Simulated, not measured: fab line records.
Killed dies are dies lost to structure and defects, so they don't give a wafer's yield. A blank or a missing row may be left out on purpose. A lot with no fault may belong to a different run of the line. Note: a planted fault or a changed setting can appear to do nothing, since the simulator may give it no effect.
A single fault, viewed from 2 desks | flow sky130 | each desk has only its own numbers; what lay behind them comes last

## AT THE METROLOGY DESK
Means of the sampled wafers that have a number, per lot and without regard to the tool the lot ran on: this is what the gauges read. The brackets show how far a lot's mean lies from the usual mean; more than 4 standard deviations puts the lot out of limits, marked OUT.
Columns: A = FIELD_ISO_OXIDATION_01_THK at SKY_FIELD_ISO_THK_MEAS_23, usual 9.97 nm; B = PWDE_OVL at SKY_PWDE_OVL_MEAS_07, usual 0.0 nm; C = NWELL_00_OVL at SKY_NWELL_OVL_MEAS_10, usual -0.5 nm
lot  | first seen here | A     | B    | C
L872 | day 2 09:01     | 9.86  | -0.9 | -1.6
L873 | day 2 12:10     | 9.95  | -1.3 | -0.6
L874 | day 2 18:53     | 10.10 | 0.1  | -1.0
L875 | day 2 23:04     | 9.99  | -0.3 | 1.6
L876 | day 3 04:49     | 10.00 | 0.6  | 0.3
L877 | day 3 11:46     | 9.97  | 0.5  | -0.3
L878 | day 3 15:52     | 9.89  | 0.8  | -1.6
L879 | day 3 20:28     | 9.97  | 1.6  | 0.5
L881 | day 4 09:14     | 9.78  | -2.0 | -1.1
L883 | day 4 16:15     | 10.01 | 1.4  | -0.7
L884 | day 4 20:13     | 10.11 | -1.4 | -2.7
L886 | day 5 11:57     | 10.27 | 0.4  | -0.8
L888 | day 5 19:29     | 9.71  | 0.6  | 0.6
L892 | day 6 14:31     | 10.06 | -0.4 | -0.3
This desk's finding: nothing out of limits on any of the 14 lots.

## FOR THE TOOL OWNER'S DESK: cmp-02
The tool's own readings at SKY_FIELD_ISO_CMP_27 (polishes, stops on Si3N4, t overpolish 16 s, target thk 457.8 nm): means of the sampled wafers that have a number, for each lot that ran on this tool. The brackets show how far a lot's mean lies from the usual mean; more than 4 standard deviations puts the lot out of limits, marked OUT.
Columns: A = head_pressure_psi at SKY_FIELD_ISO_CMP_27, usual 3.999 psi; B = motor_current_A at SKY_FIELD_ISO_CMP_27, usual 12.5 A; C = overpolish_run_s at SKY_FIELD_ISO_CMP_27, usual 16.000 s; D = time_to_endpoint_s at SKY_FIELD_ISO_CMP_27, usual 112 s
lot  | first seen here | A     | B    | C      | D
L872 | day 2 12:01     | 4.006 | 11.8 | 15.997 | 110
L874 | day 2 21:59     | 3.999 | 12.9 | 15.998 | 109
L876 | day 3 07:38     | 4.001 | 12.1 | 16.000 | 108
L877 | day 3 13:27     | 3.988 | 12.2 | 16.003 | 110
L881 | day 4 17:32     | 4.007 | 12.7 | 16.005 | 113
L883 | day 4 19:02     | 3.992 | 13.0 | 15.998 | 93 (-4.6) OUT
L884 | day 4 21:57     | 3.994 | 12.2 | 16.005 | 78 (-8.0) OUT
L886 | day 5 13:37     | 3.996 | 11.6 | 15.996 | 83 (-6.8) OUT
This desk's finding: out of limits on L883, L884, L886; first on L883, day 4 19:02 (time_to_endpoint_s at SKY_FIELD_ISO_CMP_27). Within limits: L872, L874, L876, L877, L881.

## PUT TOGETHER
At day 4 19:02, on L883, L884, L886, the tool owner's desk was in a position to raise an alarm.
Nothing out of limits was seen by the metrology desk.
The metrology desk holds a record of L883, L884, L886, inside its limits.
Every lot named ran SKY_FIELD_ISO_CMP_27 on cmp-02.

## WHAT WAS PUT IN BY THE SIMULATOR
cmp-02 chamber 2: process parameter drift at SKY_FIELD_ISO_CMP_27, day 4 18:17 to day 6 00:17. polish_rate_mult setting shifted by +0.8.
Lots struck among those shown: L883, L884, L886.
Hours from the fault's start to each desk's first reading out of limits: the tool owner's desk, 1.
